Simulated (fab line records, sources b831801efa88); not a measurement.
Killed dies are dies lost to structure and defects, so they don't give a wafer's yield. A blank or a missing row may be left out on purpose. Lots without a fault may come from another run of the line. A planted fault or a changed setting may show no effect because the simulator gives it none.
Which tool did it? | flow gf180mcu | 14 lots, 42 wafers sampled, at 4 steps of a route of 602

WHAT THE GAUGES READ, wafer by wafer
GF_SAB_CD_MEAS_09: target cd 420 nm.
lot  | measured     | on        | cd_nm (nm)
L218 | day 14 20:56 | cd_sem-02 | 422.9 423.3 421.2
L219 | day 15 08:05 | cd_sem-02 | 421.0 420.3 423.2
L220 | day 15 10:26 | cd_sem-02 | 419.4 417.3 419.4
L221 | day 16 02:46 | cd_sem-02 | 420.5 421.6 422.4
L222 | day 16 10:14 | cd_sem-02 | 420.1 417.7 419.2
L223 | day 17 13:51 | cd_sem-01 | 421.0 420.4 421.4
L225 | day 17 12:50 | cd_sem-02 | 421.1 421.8 419.0
L232 | day 20 12:31 | cd_sem-01 | 422.4 423.5 424.7
L233 | day 21 02:23 | cd_sem-01 | 418.0 419.5 416.2
L235 | day 21 14:56 | cd_sem-02 | 424.0 425.2 423.8
L236 | day 21 20:53 | cd_sem-02 | 415.0 416.0 417.4
L237 | day 22 06:31 | cd_sem-02 | 422.2 422.0 422.9
L239 | day 22 23:13 | cd_sem-02 | 419.7 420.6 419.6
L241 | day 23 09:13 | cd_sem-02 | 423.2 425.9 425.5

GF_SALICIDE_THK_MEAS_05: measures by xrf.
lot  | measured     | on            | SALICIDE_TIN_THK (nm)
L218 | day 14 21:36 | film_metro-04 | 20.00 20.12 20.33
L219 | day 15 08:53 | film_metro-03 | 20.15 19.94 20.17
L220 | day 15 11:17 | film_metro-03 | 20.31 20.26 20.19
L221 | day 16 03:26 | film_metro-03 | 20.27 20.08 20.47
L222 | day 16 10:55 | film_metro-02 | 20.62 20.46 20.48
L223 | day 17 14:34 | film_metro-02 | 20.23 20.13 20.40
L225 | day 17 13:33 | film_metro-04 | 20.33 20.02 20.57
L232 | day 20 13:11 | film_metro-03 | 20.24 20.32 20.48
L233 | day 21 03:04 | film_metro-02 | 20.24 20.49 20.53
L235 | day 21 15:37 | film_metro-04 | 19.93 19.97 20.13
L236 | day 21 21:42 | film_metro-04 | 20.04 20.37 19.98
L237 | day 22 07:10 | film_metro-04 | 20.16 19.99 20.25
L239 | day 22 23:53 | film_metro-03 | 19.74 19.79 20.17
L241 | day 23 09:53 | film_metro-04 | 20.23 20.23 20.41

GF_M1_CD_MEAS_14: target cd 230 nm.
lot  | measured     | on        | cd_nm (nm)
L218 | day 16 20:07 | cd_sem-01 | 232.0 233.0 232.0
L219 | day 17 07:53 | cd_sem-01 | 230.7 231.6 230.8
L220 | day 17 09:55 | cd_sem-02 | 230.9 229.7 229.7
L221 | day 18 04:21 | cd_sem-02 | 230.1 229.6 229.3
L222 | day 18 11:08 | cd_sem-01 | 230.3 231.2 230.6
L223 | day 19 16:41 | cd_sem-01 | 232.6 232.4 231.8
L225 | day 19 15:16 | cd_sem-01 | 231.2 230.3 230.6
L232 | day 22 15:25 | cd_sem-01 | 230.9 230.9 229.9
L233 | day 23 04:06 | cd_sem-02 | 229.2 229.7 229.2
L235 | day 23 16:06 | cd_sem-01 | 232.0 231.5 231.0
L236 | day 23 22:07 | cd_sem-01 | 231.4 231.9 232.1
L237 | day 24 07:19 | cd_sem-02 | 229.7 230.4 229.9
L239 | day 24 23:51 | cd_sem-02 | 230.1 229.3 230.4
L241 | day 25 09:10 | cd_sem-02 | 229.4 230.3 229.6

WHICH TOOL RAN EACH LOT (tool, then ch and the chambers of the sampled wafers, then the start)
lot  | GF_MVSD_DEVELOP_06
L218 | litho_track-02 ch 0, day 4 10:00
L219 | litho_track-02 ch 0, day 4 16:00
L220 | litho_track-04 ch 0, day 4 20:00
L221 | litho_track-03 ch 0, day 5 04:00
L222 | litho_track-02 ch 0, day 5 11:00
L223 | litho_track-02 ch 0, day 5 22:00
L225 | litho_track-03 ch 0, day 6 00:00
L232 | litho_track-04 ch 0, day 7 22:00
L233 | litho_track-03 ch 0, day 8 10:00
L235 | litho_track-03 ch 0, day 8 21:00
L236 | litho_track-03 ch 0, day 9 00:00
L237 | litho_track-02 ch 0, day 9 06:00
L239 | litho_track-04 ch 0, day 9 18:00
L241 | litho_track-02 ch 0, day 10 01:00
- GF_MVSD_DEVELOP_06: develop time 60 s.

WHAT THE TOOLS THEMSELVES READ (means of the sampled wafers that have a number; where no wafer has one, the mark that the record gives instead)
GF_MVSD_DEVELOP_06.
lot  | tool           | developer_temp_C (C)
L218 | litho_track-02 | 22.96
L219 | litho_track-02 | 23.02
L220 | litho_track-04 | 23.10
L221 | litho_track-03 | 23.00
L222 | litho_track-02 | 22.96
L223 | litho_track-02 | 23.05
L225 | litho_track-03 | 23.01
L232 | litho_track-04 | 22.92
L233 | litho_track-03 | 23.04
L235 | litho_track-03 | 22.17
L236 | litho_track-03 | 22.09
L237 | litho_track-02 | 23.14
L239 | litho_track-04 | 22.97
L241 | litho_track-02 | 23.03

THE ANSWER, worked out from the rows above alone
Rule: what is usual is taken from the lots themselves. Put in order of their means at a reading, lots are off if they are a third of the lots or fewer, leave a main group of 4 or more, and stand apart from it by a gap of 3 or more times the standard deviation of the main group's means; of several such gaps the widest counts. A main group whose means are all the same, to the digits that the tables above print for the reading, isn't used. A lot without any number at a reading at which 4 lots or more have one is off too. The other lots that the step has rows for count as sound. The gauges are gone through in route order, then the tools' own readings, and for those a lot's mean is taken as printed above. The first step at which some lot is off is used, and at that step the reading that is off furthest; a lot without a number counts as furthest.
Off: L235, L236, at GF_MVSD_DEVELOP_06 (developer_temp_C). The main group: mean 23.02 C, standard deviation 0.059.
A tool fits if, at that step or a process step before it, it ran every lot that is off, and no sound lot after the first of them. One fits: litho_track-03 at GF_MVSD_DEVELOP_06. Its last sound lot is L233 (day 8 10:00), its first lot that is off L235 (day 8 21:00): a fault that began between those two fits.
The tool's own readings at GF_MVSD_DEVELOP_06 bear it out: on the lots that are off they differ by more than 5 times the standard deviation of the sound lots' means. developer_temp_C reads 22.13 C there against 23.02 C on the sound lots.

WHAT THE SIMULATOR HAD PUT IN
Process parameter drift: litho_track-03, from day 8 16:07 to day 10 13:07, at GF_MVSD_DEVELOP_06. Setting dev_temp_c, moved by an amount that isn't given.
Lots struck among those shown: L235, L236. The rule above found the same.
